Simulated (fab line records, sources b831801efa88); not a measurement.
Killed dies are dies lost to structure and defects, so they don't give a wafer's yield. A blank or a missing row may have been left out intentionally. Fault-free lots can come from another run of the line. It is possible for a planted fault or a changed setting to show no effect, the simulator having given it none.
A struck lot beside a sound one -- flow sky130 -- 15 steps out of a route of 708
Sound: wafers L203.1, L203.2, L203.3. The struck wafers were L211.2, L211.4, L211.5. At the end, the cause is stated.
Per side, at each step with rows, come the tool, then ch with its chambers, and then its first start. Under that, the readings that differ: sound wafers -- struck wafers -- difference of the means -- sigmas: that difference in standard deviations of wafers without a fault.
alike: same words and numbers on both sides, and readings whose means sit less than 2 such deviations apart. not compared: any withheld reading, any reading some wafer has no value for, any bound like >300 that may hide the same value, and any number with overlapping values for which the record gives no deviation.
Wherever a step has rows on one side only, a row that says differs or no value, or a row with sigmas, the two part there. When numbers do not overlap yet have no deviation, they are printed without sigmas and do not part them. Lack of a reading on every wafer of one side parts them only where that side has two or more wafers.

first, 3 steps without rows for these wafers: SKY_SONOS_ONO_WET_ETCH_18 (etches Si3N4 in H3PO4, target depth 15 nm, time 172 s); SKY_GATE_OXIDE_CLEAN_00 (cleans in SC1/SC2, time 150 s); SKY_GATE_OXIDE_OXIDATION_01 (stabilise 600 s, purge 300 s, target thk 10.268 nm).
SKY_GATE_OXIDE_THK_MEAS_02:
  sound on filmMetro-01, day 14 18:22; struck on filmMetro-02, day 17 15:34
reading,sound,struck,difference,sigmas
GATE_OXIDE_OXIDATION_00_THK (nm),10.52 10.68 10.60,10.15 10.10 10.04,-0.50,-3
then, 3 steps without rows for these wafers: SKY_GATE_OXIDE_DEHYDRATE_03 (time 60 s); SKY_GATE_OXIDE_HMDS_04 (prime time 60 s); SKY_GATE_OXIDE_COAT_05 (resist thk 1140 nm).
SKY_GATE_OXIDE_SOFTBAKE_06: time 61.92 s.
  sound on lithoTrack-04 ch 0, day 15 07:02; struck on lithoTrack-01 ch 0, day 18 06:16
  alike: plateSensorTCentreC, plateSensorTEdgeC
then, 3 steps without rows for these wafers: SKY_GATE_OXIDE_EXPOSE_07 (exposes mask LVOM, target cd 600 nm); SKY_GATE_OXIDE_PEB_08; SKY_GATE_OXIDE_DEVELOP_09 (develop time 60 s).
SKY_GATE_OXIDE_OVL_MEAS_10:
  sound on overlay-01, day 15 21:15; struck on overlay-01, day 18 21:17
  alike: GATE_OXIDE_OVL
SKY_GATE_OXIDE_IMPLANT_11:
  sound on implanter-02 ch 0, day 15 21:17; struck on implanter-01 ch 0, day 18 21:21
reading,sound,struck,difference,sigmas
doseIonsCm2,2.5982e+12 2.5974e+12 2.5949e+12,2.8222e+12 2.8281e+12 2.8239e+12,+2.2790e+11,+79
faradayCurrentUA,14.51 15.14 14.80,15.90 15.71 15.68,+0.95,+4
then, 1 step without rows for these wafers: SKY_GATE_OXIDE_WET_ETCH_12 (etches SiO2 in dHF, target depth 16.8 nm, time 336 s).
-- a jump in the record: the struck wafers' starts before and after are 30 days apart (it breaks off in module GATE_OXIDE and resumes in module PAD_OPEN, where the first step shown is number 708 of the route) --
SKY_PAD_OPEN_PROBE_99:
  sound on prober-01, day 47 10:23; struck on prober-02, day 49 08:19
reading,sound,struck,difference,sigmas
model.etest.pfet_01v8_lvt.driveUaUm,172.2 173.2 171.4,181.8 186.4 184.8,+12.1,
model.etest.pfet_01v8_mvt.driveUaUm,147.7 146.3 147.5,155.8 163.3 162.7,+13.4,
model.etest.pfet_01v8_lvt.offLog10AUm,-8.935 -8.999 -9.113,-7.96 -7.721 -7.722,+1.21,
model.etest.pfet_01v8_mvt.offLog10AUm,-11.11 -11.31 -11.09,-9.971 -9.536 -9.77,+1.411,
model.etest.pfet_01v8_hvt.offLog10AUm,-13.36 -13.38 -13.26,-13 -12.7 -12.54,+1,
model.etest.pfet_01v8_lvt.vtSatV (V),-0.4512 -0.4597 -0.4531,-0.3575 -0.3351 -0.3438,+0.1092,
model.etest.pfet_01v8_lvt.vtV (V),-0.5442 -0.546 -0.5447,-0.4496 -0.4329 -0.4418,+0.1035,
model.etest.pfet_01v8_lvt.vtLongV (V),-0.6578 -0.6585 -0.6594,-0.5698 -0.559 -0.5688,+0.0927,
  alike: killed_at_M0_to_M3, killed_at_M4_up, killedAtContacts, killedAtFrontEnd, killedAtOther, killedDies, killedOpen, killedShort

WHERE THEY PART
At SKY_GATE_OXIDE_THK_MEAS_02 first; at SKY_GATE_OXIDE_IMPLANT_11 last (within this record only). Later steps at which nothing parts them and some readings are alike: SKY_PAD_OPEN_PROBE_99.

WHY: what had been put in by the simulator
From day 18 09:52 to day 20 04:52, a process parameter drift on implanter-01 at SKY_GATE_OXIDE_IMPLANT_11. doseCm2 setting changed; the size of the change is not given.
